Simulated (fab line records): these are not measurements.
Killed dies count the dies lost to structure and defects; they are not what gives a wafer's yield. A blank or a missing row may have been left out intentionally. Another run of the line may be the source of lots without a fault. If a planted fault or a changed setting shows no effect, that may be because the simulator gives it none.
Which tool is to blame?    flow sky130    17 wafers from 6 lots sampled at 3 of the route's 708 steps

WHAT EACH GAUGE READ, for each wafer
SKY_VIA4_BOW_MEAS_03.
lot   measured      on             VIA4_BOW (um)
L106  day 43 01:01  film_metro-02  86 88 81
L108  day 45 23:28  film_metro-01  84 78 94
L113  day 46 01:49  film_metro-03  89 79 80
L116  day 46 04:53  film_metro-03  47 73
L122  day 46 11:01  film_metro-03  84 86 81
L125  day 46 19:43  film_metro-02  83 85 87

TOOL THAT RAN EACH LOT (tool first, then ch and the chambers of the sampled wafers, then the start)
lot   SKY_METAL4_SPUTTER_04         SKY_VIA4_HDPCVD_00
L106  pvd_sputter-02, day 41 01:10  hdpcvd-01 ch 0,2, day 43 00:28
L108  pvd_sputter-01, day 44 02:29  hdpcvd-02 ch 1,2, day 45 22:55
L113  pvd_sputter-01, day 44 04:47  hdpcvd-01 ch 0,1, day 46 01:17
L116  pvd_sputter-04, day 44 07:25  hdpcvd-02 ch 1,2, day 46 04:11
L122  pvd_sputter-01, day 44 14:25  hdpcvd-01 ch 0,1,2, day 46 10:28
L125  pvd_sputter-01, day 45 00:07  hdpcvd-01 ch 0,2, day 46 19:11
- SKY_METAL4_SPUTTER_04: material TiN, target thk 70 nm, time 58.3 s.
- SKY_VIA4_HDPCVD_00: deposits SiO2, target thk 1750 nm, time 291.7 s.

THE ANSWER, worked out from the rows above alone
Rule: the lots themselves supply what counts as usual. Put in order of their means at a reading, lots are off if they are a third of the lots or fewer, leave a main group of 4 or more, and stand apart from it by a gap of 3 or more times the standard deviation of the main group's means; of several such gaps the widest counts. Not used: any main group whose means are identical at the precision the tables above print for the reading. Also off: a lot with no number at a reading for which 4 or more lots have one. The other lots that the step has rows for count as sound.
Off: L116, seen at SKY_VIA4_BOW_MEAS_03 (VIA4_BOW). The main group has a mean of 84 um with a standard deviation of 1.
A tool fits if, at a process step before that reading, it ran every lot that is off, and no sound lot after the first of them. Gauges at SKY_VIA4_BOW_MEAS_03: tried the same way as those tools. 2 tools fit, pvd_sputter-04 at SKY_METAL4_SPUTTER_04 and hdpcvd-02 at SKY_VIA4_HDPCVD_00, so this cannot tell which one it is.

WHAT HAD BEEN PUT IN BY THE SIMULATOR
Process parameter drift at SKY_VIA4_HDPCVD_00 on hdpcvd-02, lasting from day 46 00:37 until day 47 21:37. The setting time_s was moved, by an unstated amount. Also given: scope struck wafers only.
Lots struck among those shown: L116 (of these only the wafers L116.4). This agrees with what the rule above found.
